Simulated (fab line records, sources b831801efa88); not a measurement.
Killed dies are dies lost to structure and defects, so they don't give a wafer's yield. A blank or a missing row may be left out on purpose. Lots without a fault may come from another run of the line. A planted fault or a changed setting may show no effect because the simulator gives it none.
Split-lot experiment | flow gf180mcu | 5 lots, 23 wafers read, on a route of 602 steps

THE SPLIT
At GF_HV_LDD_CVD_54 (deposits SiO2 from TEOS, target thk 10 nm, time 75 s), the setting target_thk_nm was moved away from the recipe's 10 nm on 10 of the 23 wafers read, by -7.0% to -6.5%. The other wafers ran this setting at the recipe's value.

The reading is taken at the split's own step.

THE READING
SiO2_of_HV_LDD_CVD_54.thk_nm (the simulator's own value, which no gauge read), in nm, at GF_HV_LDD_CVD_54 (deposits SiO2 from TEOS, target thk 10 nm, time 75 s). The file gives no usual value for it. The 13 wafers here that ran the recipe average 10.005 nm, standard deviation 0.14 nm.

wafer  | tool, chamber at the split | target_thk_nm as run, nm | against the recipe | SiO2_of_HV_LDD_CVD_54.thk_nm, nm | against lot-mates on the recipe
L074.2 | -, -                       | 10                       | recipe             | 9.86                             | -
L074.3 | -, -                       | 10                       | recipe             | 9.891                            | -
L074.4 | -, -                       | 10                       | recipe             | 9.782                            | -
L074.5 | -, -                       | 10                       | recipe             | 9.846                            | -
L074.6 | -, -                       | 10                       | recipe             | 9.82                             | -
L078.1 | -, -                       | 9.347                    | -6.5%              | 9.442                            | no lot-mate on the recipe
L078.2 | -, -                       | 9.347                    | -6.5%              | 9.475                            | no lot-mate on the recipe
L078.4 | -, -                       | 9.347                    | -6.5%              | 9.526                            | no lot-mate on the recipe
L078.5 | -, -                       | 9.347                    | -6.5%              | 9.486                            | no lot-mate on the recipe
L078.6 | -, -                       | 9.347                    | -6.5%              | 9.372                            | no lot-mate on the recipe
L082.2 | lpcvd-02, 1                | 10                       | recipe             | 10.14                            | -
L082.3 | lpcvd-02, 1                | 10                       | recipe             | 10.11                            | -
L082.4 | lpcvd-02, 1                | 10                       | recipe             | 10.16                            | -
L084.1 | -, -                       | 9.302                    | -7.0%              | 9.399                            | no lot-mate on the recipe
L084.2 | -, -                       | 9.302                    | -7.0%              | 9.443                            | no lot-mate on the recipe
L084.3 | -, -                       | 9.302                    | -7.0%              | 9.484                            | no lot-mate on the recipe
L084.4 | -, -                       | 9.302                    | -7.0%              | 9.331                            | no lot-mate on the recipe
L084.6 | -, -                       | 9.302                    | -7.0%              | 9.341                            | no lot-mate on the recipe
L085.1 | -, -                       | 10                       | recipe             | 10.05                            | -
L085.3 | -, -                       | 10                       | recipe             | 10.05                            | -
L085.4 | -, -                       | 10                       | recipe             | 10.18                            | -
L085.5 | -, -                       | 10                       | recipe             | 10.06                            | -
L085.6 | -, -                       | 10                       | recipe             | 10.12                            | -

THE FIT
A straight line over all 23 wafers: SiO2_of_HV_LDD_CVD_54.thk_nm changes by +0.0853 nm for each +1% of target_thk_nm; r = +0.93; the points scatter about the line by 0.12 nm.
Too few moved wafers have a lot-mate on the recipe to fit a line with each lot's own level taken away.

THE FILE'S OWN FIT
SiO2_of_HV_LDD_CVD_54.thk_nm changes by +0.0854 nm for each +1% of target_thk_nm, r = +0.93.
